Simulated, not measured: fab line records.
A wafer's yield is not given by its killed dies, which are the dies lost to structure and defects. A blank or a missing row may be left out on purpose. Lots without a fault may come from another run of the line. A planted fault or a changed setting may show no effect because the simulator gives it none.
A lot that was struck, set against a sound lot	flow gf180mcu	14 out of 602 route steps
Sound: wafers L341.4, L341.5, L341.6. Struck: wafers L352.1, L352.2, L352.4. The cause is given at the end.
Order at every step that has rows: each side's tool, ch and its chambers, its first start. Under that, the readings that differ: sound wafers	struck wafers	difference of the means	sigmas: that difference in standard deviations of wafers without a fault.
alike: readings whose means differ by less than 2 such deviations, and words and numbers that are the same on both sides. not compared: withheld readings, readings that some wafer has no value for, bounds like >300 that may hide the same value, and numbers for which the record gives no deviation and whose values overlap.
Wherever a step has rows on one side only, a row that says differs or no value, or a row with sigmas, the two part there. Non-overlapping numbers with no deviation appear without sigmas and do not part them. A reading that every wafer of one side lacks parts them only if that side has two wafers or more.

GF_MIM_CVD_05: deposits Si3N4, target thk 42 nm, time 29.086 s.
  sound on pecvd-01 ch 0,1,2, day 26 20:32; struck on pecvd-04 ch 0,1, day 30 13:05
  alike: heater power w
GF_MIM_THK_MEAS_06:
  sound: film metro-03 at day 26 20:35; struck: film metro-03 at day 30 13:07
  alike: MIM_CVD_05_THK
GF_MIM_SPUTTER_07: material TiN, target thk 60 nm, time 50 s.
  sound: pvd sputter-04 at day 26 20:37; struck: pvd sputter-02 at day 30 13:10
  alike: throttle valve pct
GF_MIM_SPUTTER_08: material AlCu, target thk 200 nm, time 10.6 s.
  sound: pvd sputter-04 at day 26 20:40; struck: pvd sputter-02 at day 30 13:13
  alike: throttle valve pct
GF_MIM_SPUTTER_09: material TiN, target thk 35 nm, time 29.2 s.
  sound: pvd sputter-04 at day 26 20:41; struck: pvd sputter-02 at day 30 13:14
  alike: throttle valve pct
GF_MIM_RS_MEAS_10: measurement is done with a four-point probe.
  sound: film metro-04 at day 26 20:47; struck: film metro-02 at day 30 13:16
  alike: MIM_ALCU_RS
GF_MIM_THK_MEAS_11: measures by xrf.
  sound: film metro-04 at day 26 20:52; struck: film metro-02 at day 30 13:23
  alike: MIM_ALCU_THK
then, 5 steps without rows for these wafers: GF_MIM_DEHYDRATE_12 (time 60 s); GF_MIM_HMDS_13 (prime time 60 s); GF_MIM_COAT_14 (resist thk 1000 nm); GF_MIM_SOFTBAKE_15 (time 60 s); GF_MIM_EXPOSE_16 (exposes mask FuseTop, target cd 2000 nm).
GF_MIM_PEB_17:
  struck on litho track-03, day 31 06:29; sound on litho track-04 ch 0, day 27 17:07
reading	sound	struck	difference	sigmas
exhaust pa (Pa)	45.1 45.5 44.5	- - -	no value on the struck wafers	
  not compared: chill plate temp C, time s
then, 1 step without rows for these wafers: GF_MIM_DEVELOP_18 (develop time 60 s).

== WHERE THEY PART ==
At GF_MIM_PEB_17 and nowhere else, as far as this record goes.

WHY: what had been put in by the simulator
At GF_MIM_PEB_17, the step was skipped entirely on litho track-03 from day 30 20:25 on. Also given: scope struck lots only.
